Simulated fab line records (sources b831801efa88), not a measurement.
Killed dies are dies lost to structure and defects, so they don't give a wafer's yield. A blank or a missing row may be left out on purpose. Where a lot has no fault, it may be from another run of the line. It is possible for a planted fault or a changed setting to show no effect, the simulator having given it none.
What tool caused it?	flow gf180mcu	15 lots, 45 wafers sampled, at 2 steps of a route of 602

## WHAT THE GAUGES READ, wafer by wafer
GF_HV_LDD_THK_MEAS_57. Usual: for HV_LDD_CVD_56_THK the level is 89.6 nm and the standard deviation is 0.74.
lot	measured	on	HV_LDD_CVD_56_THK (nm)	flag
L962	day 12 07:14	film_metro-03	90.3 90.2 89.8	
L963	day 12 21:10	film_metro-03	91.2 90.1 90.3	
L964	day 13 04:44	film_metro-02	89.3 89.5 88.7	
L965	day 13 08:25	film_metro-03	88.7 88.8 89.4	
L968	day 14 06:53	film_metro-01	90.3 89.4 88.8	
L971	day 15 10:10	film_metro-02	89.3 88.7 89.6	
L972	day 15 21:29	film_metro-02	90.3 89.9 90.2	
L973	day 16 05:43	film_metro-03	89.0 88.9 88.2	
L974	day 16 12:54	film_metro-01	89.9 89.7 89.0	
L975	day 16 22:03	film_metro-01	89.6 89.8 90.0	
L979	day 18 06:22	film_metro-03	89.3 89.3 88.9	
L980	day 18 12:32	film_metro-01	89.8 89.9 90.6	
L981	day 18 23:28	film_metro-03	88.8 88.7 89.4	
L982	day 19 00:53	film_metro-02	89.6 89.9 90.1	
L983	day 19 11:25	film_metro-03	89.0 90.1 89.2	

GF_NSD_CD_MEAS_07: the cd target is 400 nm. Usual: cd_nm reads 400.2 nm (standard deviation 2.8).
lot	measured	on	cd_nm (nm)	flag
L962	day 13 03:10	cd_sem-02	402.4 404.0 401.3	
L963	day 13 17:29	cd_sem-01	400.5 399.6 399.5	
L964	day 14 01:31	cd_sem-02	399.1 396.2 399.5	
L965	day 14 04:22	cd_sem-02	399.0 398.3 397.5	
L968	day 15 03:56	cd_sem-01	395.7 396.8 396.2	
L971	day 16 07:05	cd_sem-02	404.7 402.8 401.7	
L972	day 16 19:26	cd_sem-01	395.3 397.6 394.6	
L973	day 17 03:44	cd_sem-02	398.3 396.8 397.4	
L974	day 17 10:44	cd_sem-02	403.0 401.6 401.9	
L975	day 17 20:50	cd_sem-01	402.1 401.6 401.8	
L979	day 19 05:43	cd_sem-01	401.3 402.4 403.0	
L980	day 19 12:34	cd_sem-01	398.5 396.7 397.8	
L981	day 19 22:20	cd_sem-01	400.4 401.3 399.8	
L982	day 20 01:14	cd_sem-02	398.7 401.1 402.1	
L983	day 20 10:42	cd_sem-02	398.7 398.7 398.4	

## WHAT TOOL EACH LOT RAN ON (gives the tool, then ch and the chambers of the sampled wafers, and finally the start)
Record: no process step prior to these readings.

## AS READ BY THE TOOLS THEMSELVES (means over the sampled wafers that have a number; for cases with no such wafer, the mark the record gives instead)
The record holds no such reading with a usual standard deviation.

## THE ANSWER, worked out from the rows above alone
Rule: a lot is off if the mean of its wafers that have a number lies more than 3 standard deviations from the usual mean. A lot without any number at a reading at which 4 lots or more have one is off too. The other lots that the step has rows for count as sound. First the gauges in route order, then the tools' own readings, where a lot's mean is used as printed above. The first step at which some lot is off is used, and at that step the reading that is off furthest; a lot without a number counts as furthest.
No lot is off on any of the readings shown, so nothing can be concluded from this.

## WHAT HAD BEEN PUT IN BY THE SIMULATOR
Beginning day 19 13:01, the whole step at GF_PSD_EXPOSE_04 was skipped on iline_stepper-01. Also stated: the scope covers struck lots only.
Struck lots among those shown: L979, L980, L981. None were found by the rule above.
